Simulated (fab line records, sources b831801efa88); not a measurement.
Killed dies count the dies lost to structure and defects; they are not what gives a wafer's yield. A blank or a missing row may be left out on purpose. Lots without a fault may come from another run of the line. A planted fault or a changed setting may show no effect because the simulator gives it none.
8D (eight disciplines) problem report, filled in by code :: flow gf180mcu :: the parts of the form that need people (team, actions taken, sign-off) are left out

## 1. PROBLEM STATEMENT
Mean NSD_RS at GF_PSD_RS_MEAS_14: 44.83 ohm/sq over 6 wafers in 2 lots; fault-free wafers: 46.13 ohm/sq, standard deviation 0.084. Relative to the usual mean, that is a shift of -15 standard deviations.
The step: measures by four-point-probe.
First observed at day 16 12:36: wafer L421.4, on film metro-02. Wafers with a number at this step in the record: 39, from 13 lots. The rule behind "out" and "out of limits": a value lying over 4 standard deviations away from the usual mean. Any other wafer with a number is counted as sound.

## 2. WHAT IT IS; WHAT IT IS NOT
question: which readings at this step
is: NSD_RS
is not: -

question: which lots
is: L421, L422
is not: L415, L416, L418, L419, L428, L431, L432, L433, L435, L436, L437

question: which wafers of those lots
is: all that have a number
is not: -

question: read on which gauges
is: film metro-02
is not: film metro-01, film metro-03

question: when
is: from day 16 12:36
is not: up to then (12 sound wafers); but 21 sound wafers of L428, L431, L432, L433, L435, L436, L437 came after

## 3. WHAT RULES OUT EACH SUSPECT
Counting: any tool at a process step up to the reading is kept as a suspect provided that every lot that is out went through it and no sound lot did after the first of them.
- ruled out: the gauge at GF_PSD_RS_MEAS_14. All the wafers that are out were read on film metro-02, but those of them that GF_PSD_RTA_13 has rows for are out there too, on other tools.
- rtp anneal-01 at GF_HV_LDD_RTA_52 (time 10 s): ruled out as a lasting fault. The sound lots L428, L431, L433, L435 went through it after L421, its earliest lot that is out (day 14 13:59).
- rtp anneal-01 at GF_PSD_RTA_13 (time 20 s): ruled out as a lasting fault. The sound lots L431, L433, L435, L436, L437 went through it after L421, its earliest lot that is out (day 16 12:30).
Left after counting: nothing in the record.

## 4. THE CAUSE (what the simulator had put in)
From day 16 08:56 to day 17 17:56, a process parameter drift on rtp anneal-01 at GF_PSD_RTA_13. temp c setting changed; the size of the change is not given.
Counting ruled it out, wrongly: the rule takes a fault to strike every lot that its tool runs from its start on, and this one did not.

## 5. SEQUENCE OF EFFECTS, ordered by route
Rows list readings where the struck wafers' mean (over those with a number) sits beyond 3 standard deviations from the usual. Scope: only readings with a usual standard deviation given in the record; hours: median across lots of the time from each lot's start at the first step in this table that gives one to its start at this step; sigmas: change in usual standard deviations.
hours: 0
step: GF_PSD_RTA_13
reading: wafer_temp_C_max
usual: 1031.8
on struck wafers: 1042.2
change: +10.4
sigmas: +6.5

hours: 0
step: GF_PSD_RS_MEAS_14
reading: NSD_RS
usual: 46.13 ohm/sq
on struck wafers: 44.83
change: -1.30
sigmas: -15

hours: 0
step: GF_PSD_RS_MEAS_15
reading: PSD_RS
usual: 107.61 ohm/sq
on struck wafers: 101.93
change: -5.68
sigmas: -21
Process steps it contains:
- GF_PSD_RTA_13: time 20 s.

## 6. HOW IT WOULD HAVE BEEN CAUGHT EARLIER
The first out-of-limits reading at a measuring or inspecting step in this record came at day 16 12:36, 4 hours after the fault's start at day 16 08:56.
The tool's own readings at GF_PSD_RTA_13 were out on every struck wafer that the step has a row for (wafer_temp_C_max): an alarm limit on them would have fired on the first of those.
